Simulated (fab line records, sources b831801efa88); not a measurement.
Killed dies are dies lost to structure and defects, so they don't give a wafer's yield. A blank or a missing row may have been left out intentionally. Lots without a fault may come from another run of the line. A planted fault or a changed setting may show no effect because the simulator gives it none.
Chamber matching || flow gf180mcu || 3 sister chambers for GF_V3_CVD_02 on pecvd-01
The step deposits SiO2 from TEOS, target thk 850 nm, time 94.851 s. 6 wafers are shown with their chamber, then 8 later ones without.

== WAFERS PAIRED WITH THEIR CHAMBERS ==
{"wafer": "L084.1", "chamber": 0, "heaterPowerW (W)": 663}
{"wafer": "L084.3", "chamber": 1, "heaterPowerW (W)": 648}
{"wafer": "L085.4", "chamber": 0, "heaterPowerW (W)": 666}
{"wafer": "L085.5", "chamber": 1, "heaterPowerW (W)": 704}
{"wafer": "L085.6", "chamber": 2, "heaterPowerW (W)": 718}
{"wafer": "L087.4", "chamber": 2, "heaterPowerW (W)": 730}

== WAFERS MISSING THEIR CHAMBER ==
{"wafer": "L087.5", "heaterPowerW (W)": 551}
{"wafer": "L087.6", "heaterPowerW (W)": 644}
{"wafer": "L091.2", "heaterPowerW (W)": 582}
{"wafer": "L091.3", "heaterPowerW (W)": 644}
{"wafer": "L091.6", "heaterPowerW (W)": 677}
{"wafer": "L097.3", "heaterPowerW (W)": 669}
{"wafer": "L097.5", "heaterPowerW (W)": 560}
{"wafer": "L097.6", "heaterPowerW (W)": 733}

== WHICH CHAMBER EACH ONE RAN IN ==
{"wafer": "L087.5", "from the rows above": "can't be placed: 0 or 1", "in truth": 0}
{"wafer": "L087.6", "from the rows above": "can't be placed: 0 or 1", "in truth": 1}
{"wafer": "L091.2", "from the rows above": "can't be placed: 0 or 1", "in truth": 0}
{"wafer": "L091.3", "from the rows above": "can't be placed: 0 or 1", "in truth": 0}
{"wafer": "L091.6", "from the rows above": "can't be placed: 1 or 0 or 2", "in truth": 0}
{"wafer": "L097.3", "from the rows above": "can't be placed: 0 or 1", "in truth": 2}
{"wafer": "L097.5", "from the rows above": "can't be placed: 0 or 1", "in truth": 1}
{"wafer": "L097.6", "from the rows above": 2, "in truth": 2}
1 of 8 placed correctly. Not placeable from these rows: 7 (in 6, the candidates include the true chamber). 0 placed wrongly.
How it was worked out, from the rows above alone: a wafer's distance from a chamber is the root of the sum, over the readings, of the square of ((its reading less the chamber's mean) divided by the reading's scatter). If the next closest chamber is less than 2 further off than the closest, the wafer can't be placed; otherwise it belongs to the closest. Each chamber's mean is taken over the wafers shown for it. The scatter is the square root of a quotient: the sum, over the shown wafers, of each reading's squared deviation from its chamber's mean, divided by wafers minus chambers.
